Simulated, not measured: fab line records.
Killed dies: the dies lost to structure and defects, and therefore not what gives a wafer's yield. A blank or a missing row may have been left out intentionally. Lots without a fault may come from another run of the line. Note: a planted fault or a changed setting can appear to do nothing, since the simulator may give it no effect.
Matching of chambers | flow gf180mcu | cmp-02 running GF_V2_CMP_04: 4 sister chambers
The step polishes SiO2. 7 wafers are shown with their chamber, then 8 later ones without.

## WAFERS WITH THEIR CHAMBER
wafer  | chamber | motor-current-A (A) | edge-zone-pressure-frac
L511.1 | 3       | 14.0                | 0.997
L511.5 | 3       | 13.3                | 1.006
L514.4 | 2       | 12.7                | 0.996
L518.2 | 0       | 11.3                | 0.994
L518.4 | 1       | 11.8                | 0.995
L518.5 | 1       | 11.4                | 1.001
L520.1 | 0       | 11.6                | 1.004

## WAFERS WITH NO CHAMBER GIVEN
wafer  | motor-current-A (A) | edge-zone-pressure-frac
L520.2 | 11.4                | 0.998
L520.6 | 12.1                | 0.996
L523.2 | 12.1                | 0.996
L523.5 | 11.9                | 0.999
L523.6 | 14.1                | 1.003
L524.1 | 11.9                | 1.006
L524.2 | 11.7                | 1.010
L524.6 | 11.7                | 1.006

## CHAMBER TAKEN BY EACH
wafer  | from the rows above          | in truth
L520.2 | can't be placed: 0 or 1      | 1
L520.6 | can't be placed: 1 or 2 or 0 | 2
L523.2 | can't be placed: 1 or 2 or 0 | 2
L523.5 | can't be placed: 1 or 0 or 2 | 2
L523.6 | 3                            | 3
L524.1 | can't be placed: 1 or 0 or 2 | 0
L524.2 | can't be placed: 0 or 1 or 2 | 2
L524.6 | can't be placed: 1 or 0 or 2 | 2
Correct placement for 1 of the 8. Not placeable from these rows: 7 (in 7, the candidates include the true chamber). Wrongly placed: 0.
How it was worked out, from the rows above alone: a wafer's distance from a chamber is the root of the sum, over the readings, of the square of ((its reading less the chamber's mean) divided by the reading's scatter). If the next closest chamber is less than 2 further off than the closest, the wafer can't be placed; otherwise it belongs to the closest. The mean given for a chamber averages the wafers shown for that chamber. The scatter: the root of (the sum of the squares of (reading less its chamber's mean) over the shown wafers, divided by (wafers less chambers)).
